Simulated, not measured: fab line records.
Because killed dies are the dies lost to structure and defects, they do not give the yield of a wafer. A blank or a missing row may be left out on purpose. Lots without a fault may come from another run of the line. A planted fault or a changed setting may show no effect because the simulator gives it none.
Which tool is to blame? | flow gf180mcu | 6 lots, 18 wafers sampled, at 5 steps of a route of 602

== WHAT THE GAUGES SHOWED, per wafer ==
GF_CONTACT_THK_MEAS_01.
lot  | measured     | on           | CONTACT_CVD_00_THK (nm)
L437 | day 15 14:13 | filmMetro-04 | 301 297 296
L440 | day 16 19:00 | filmMetro-03 | 296 299 301
L442 | day 17 13:45 | filmMetro-04 | 305 302 301
L445 | day 18 07:52 | filmMetro-02 | 303 304 300
L453 | day 21 03:43 | filmMetro-04 | 247 255 253
L459 | day 23 08:19 | filmMetro-03 | 303 299 298

== WHAT TOOL EACH LOT RAN ON (gives the tool, then ch and the chambers of the sampled wafers, and finally the start) ==
lot  | GF_PSD_RTA_13                   | GF_SALICIDE_RTA_06              | GF_SALICIDE_RTA_08              | GF_CONTACT_CVD_00
L437 | rtpAnneal-02 ch 0, day 14 15:37 | rtpAnneal-02 ch 0, day 15 13:53 | rtpAnneal-01 ch 0, day 15 14:04 | hdpcvd-01 ch 0,1,2, day 15 14:10
L440 | rtpAnneal-01 ch 0, day 15 19:33 | rtpAnneal-01 ch 0, day 16 18:40 | rtpAnneal-02 ch 0, day 16 18:52 | hdpcvd-01 ch 0,1, day 16 18:57
L442 | rtpAnneal-01 ch 0, day 16 12:38 | rtpAnneal-01 ch 0, day 17 13:25 | rtpAnneal-02 ch 0, day 17 13:36 | hdpcvd-01 ch 0,1, day 17 13:42
L445 | rtpAnneal-01 ch 0, day 17 08:07 | rtpAnneal-01 ch 0, day 18 07:31 | rtpAnneal-02 ch 0, day 18 07:43 | hdpcvd-02 ch 0,2, day 18 07:49
L453 | rtpAnneal-01 ch 0, day 20 02:20 | rtpAnneal-01 ch 0, day 21 03:20 | rtpAnneal-02 ch 0, day 21 03:34 | hdpcvd-02 ch 0,1,2, day 21 03:40
L459 | rtpAnneal-01 ch 0, day 22 07:34 | rtpAnneal-02 ch 0, day 23 07:58 | rtpAnneal-01 ch 0, day 23 08:10 | hdpcvd-01 ch 1,2, day 23 08:15
- GF_PSD_RTA_13: time 20 s.
- GF_SALICIDE_RTA_06: time 30 s.
- GF_SALICIDE_RTA_08: time 30 s.
- GF_CONTACT_CVD_00: deposits SiO2, target thk 300 nm, time 50 s.

== THE ANSWER, worked out from the rows above alone ==
Rule: usual is defined by the lots themselves. The widest of any qualifying gaps counts: lots, ordered by their means at a reading, are off when they make up no more than a third of the lots, leave a main group of 4 or more, and stand apart from it by 3 or more times the standard deviation of that group's means. A main group is skipped when, at the precision printed for the reading in the tables above, its means are all equal. Also off: a lot with no number at a reading for which 4 or more lots have one. All remaining lots with rows at the step are treated as sound.
Off: at GF_CONTACT_THK_MEAS_01 (CONTACT_CVD_00_THK), L453. The main group has a mean of 300 nm with a standard deviation of 1.9.
A tool fits if, at a process step before that reading, it ran every lot that is off, and no sound lot after the first of them. Those tools and the gauges at GF_CONTACT_THK_MEAS_01 are tried in the same way. Can't be told from this: 4 tools fit, rtpAnneal-01 at GF_SALICIDE_RTA_06, rtpAnneal-02 at GF_SALICIDE_RTA_08, hdpcvd-02 at GF_CONTACT_CVD_00, filmMetro-04 at GF_CONTACT_THK_MEAS_01.

== WHAT THE SIMULATOR HAD PUT IN ==
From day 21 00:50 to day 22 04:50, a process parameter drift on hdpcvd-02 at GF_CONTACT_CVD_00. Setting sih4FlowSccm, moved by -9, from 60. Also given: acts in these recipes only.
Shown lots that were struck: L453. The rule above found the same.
